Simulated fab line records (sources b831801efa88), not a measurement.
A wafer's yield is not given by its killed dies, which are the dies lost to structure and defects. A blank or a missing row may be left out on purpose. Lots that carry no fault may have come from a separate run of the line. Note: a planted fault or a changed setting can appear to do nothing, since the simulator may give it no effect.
Which tool is to blame? ; flow sky130 ; 42 wafers from 14 lots sampled at 3 of the route's 708 steps

## WHAT THE GAUGES SHOWED, per wafer
SKY_GATE_OXIDE_OVL_MEAS_10. Usual: GATE_OXIDE_OVL 0.5 nm, standard deviation 1.2.
lot;measured;on;GATE_OXIDE_OVL (nm);flag
L929;day 14 01:11;overlay-02;-2.4 -1.6 0.0;
L930;day 14 13:12;overlay-02;0.4 0.5 0.3;
L931;day 14 18:35;overlay-02;-0.9 1.3 0.3;
L932;day 14 21:34;overlay-02;1.2 -0.4 0.8;
L933;day 15 04:28;overlay-02;0.3 -1.8 1.0;
L934;day 16 00:57;overlay-02;3.0 1.0 0.2;
L936;day 17 17:45;overlay-01;-1.0 -0.9 -0.5;
L939;day 18 06:18;overlay-01;-0.9 0.2 -0.2;
L941;day 19 09:52;overlay-01;0.4 1.9 1.4;
L944;day 20 00:24;overlay-02;0.0 0.4 -1.7;
L947;day 20 14:37;overlay-01;0.4 1.0 -1.0;
L948;day 21 06:16;overlay-01;1.3 1.8 1.8;
L950;day 21 14:33;overlay-02;1.5 1.0 1.5;
L951;day 21 18:51;overlay-01;0.1 1.1 0.8;

## WHAT TOOL EACH LOT RAN ON (gives the tool, then ch and the chambers of the sampled wafers, and finally the start)
lot;SKY_NWELL_STRIP_25;SKY_VT_ADJUST_LVTN_DEVELOP_17
L929;plasmaAsher-03 ch 0,1, day 5 14:11;lithoTrack-02 ch 0, day 7 21:14
L930;plasmaAsher-03 ch 0,1, day 5 23:09;lithoTrack-01 ch 0, day 8 07:40
L931;plasmaAsher-02 ch 1, day 6 01:56;lithoTrack-03 ch 0, day 8 13:04
L932;plasmaAsher-03 ch 0,1, day 6 06:27;lithoTrack-02 ch 0, day 8 16:08
L933;plasmaAsher-02 ch 0,1, day 6 09:56;lithoTrack-01 ch 0, day 8 20:49
L934;plasmaAsher-02 ch 0,1, day 6 18:44;lithoTrack-03 ch 0, day 9 07:49
L936;plasmaAsher-01 ch 1, day 8 00:42;lithoTrack-01 ch 0, day 10 16:55
L939;plasmaAsher-03 ch 0,1, day 8 12:33;lithoTrack-02 ch 0, day 11 06:07
L941;plasmaAsher-01 ch 0,1, day 9 07:02;lithoTrack-02, day 12 04:11
L944;plasmaAsher-03 ch 0,1, day 9 18:39;lithoTrack-01, day 12 17:04
L947;plasmaAsher-01 ch 0,1, day 10 04:35;lithoTrack-02 ch 0, day 13 03:40
L948;plasmaAsher-02 ch 0,1, day 10 15:43;lithoTrack-01 ch 0, day 13 16:07
L950;plasmaAsher-03 ch 0,1, day 11 01:30;lithoTrack-03 ch 0, day 14 02:10
L951;plasmaAsher-02 ch 0,1, day 11 01:39;lithoTrack-03 ch 0, day 14 02:28
- SKY_NWELL_STRIP_25: strips in O2/N2.
- SKY_VT_ADJUST_LVTN_DEVELOP_17: develop time 60 s.

## WHAT THE TOOLS THEMSELVES READ (means of the sampled wafers that have a number; where no wafer has one, the mark that the record gives instead)
SKY_NWELL_STRIP_25. Usual: drypumpMotorCurrentA 5.40 A, standard deviation 0.23; oesProductAu 0.723 a.u., standard deviation 0.0047; stripTimeToEndpointS 36.95 s, standard deviation 0.12.
lot;tool;drypumpMotorCurrentA (A);oesProductAu (a.u.);stripTimeToEndpointS (s);flag
L929;plasmaAsher-03;5.24;0.724;36.93;
L930;plasmaAsher-03;5.14;0.726;36.84;
L931;plasmaAsher-02;5.43;0.725;37.08;
L932;plasmaAsher-03;5.14;0.722;36.85;
L933;plasmaAsher-02;5.62;0.725;37.06;
L934;plasmaAsher-02;5.51;0.722;36.72;
L936;plasmaAsher-01;5.68;0.723;37.18;
L939;plasmaAsher-03;5.15;0.719;36.91;
L941;plasmaAsher-01;5.58;0.722;37.02;
L944;plasmaAsher-03;5.14;0.722;36.86;
L947;plasmaAsher-01;5.60;0.720;37.08;
L948;plasmaAsher-02;5.52;0.725;36.87;
L950;plasmaAsher-03;5.27;0.724;36.88;
L951;plasmaAsher-02;5.62;0.724;37.00;

SKY_VT_ADJUST_LVTN_DEVELOP_17. Usual: chillPlateTempC reads 22.99 C (standard deviation 0.11).
lot;tool;chillPlateTempC (C);flag
L929;lithoTrack-02;23.08;
L930;lithoTrack-01;23.19;
L931;lithoTrack-03;22.86;
L932;lithoTrack-02;22.97;
L933;lithoTrack-01;23.08;
L934;lithoTrack-03;23.04;
L936;lithoTrack-01;22.98;
L939;lithoTrack-02;23.01;
L941;lithoTrack-02;-;OFF
L944;lithoTrack-01;-;OFF
L947;lithoTrack-02;22.89;
L948;lithoTrack-01;22.90;
L950;lithoTrack-03;22.90;
L951;lithoTrack-03;23.02;

## THE ANSWER, worked out from the rows above alone
Rule: take the mean of a lot's wafers that have a number; if it is more than 3 standard deviations from the usual mean, the lot is off. Also off: a lot with no number at a reading for which 4 or more lots have one. The other lots that the step has rows for count as sound. The gauges are gone through in route order, then the tools' own readings, and for those a lot's mean is taken as printed above. The first step at which some lot is off is used, and at that step the reading that is off furthest; a lot without a number counts as furthest.
Off: L941, L944, at SKY_VT_ADJUST_LVTN_DEVELOP_17 (chillPlateTempC). Without a number there: L941, L944.
If a tool, at that step or one of the process steps before it, ran each lot that is off and ran no sound lot following the first of them, it fits. Of those tried, none fits.

## WHAT THE SIMULATOR HAD INSERTED
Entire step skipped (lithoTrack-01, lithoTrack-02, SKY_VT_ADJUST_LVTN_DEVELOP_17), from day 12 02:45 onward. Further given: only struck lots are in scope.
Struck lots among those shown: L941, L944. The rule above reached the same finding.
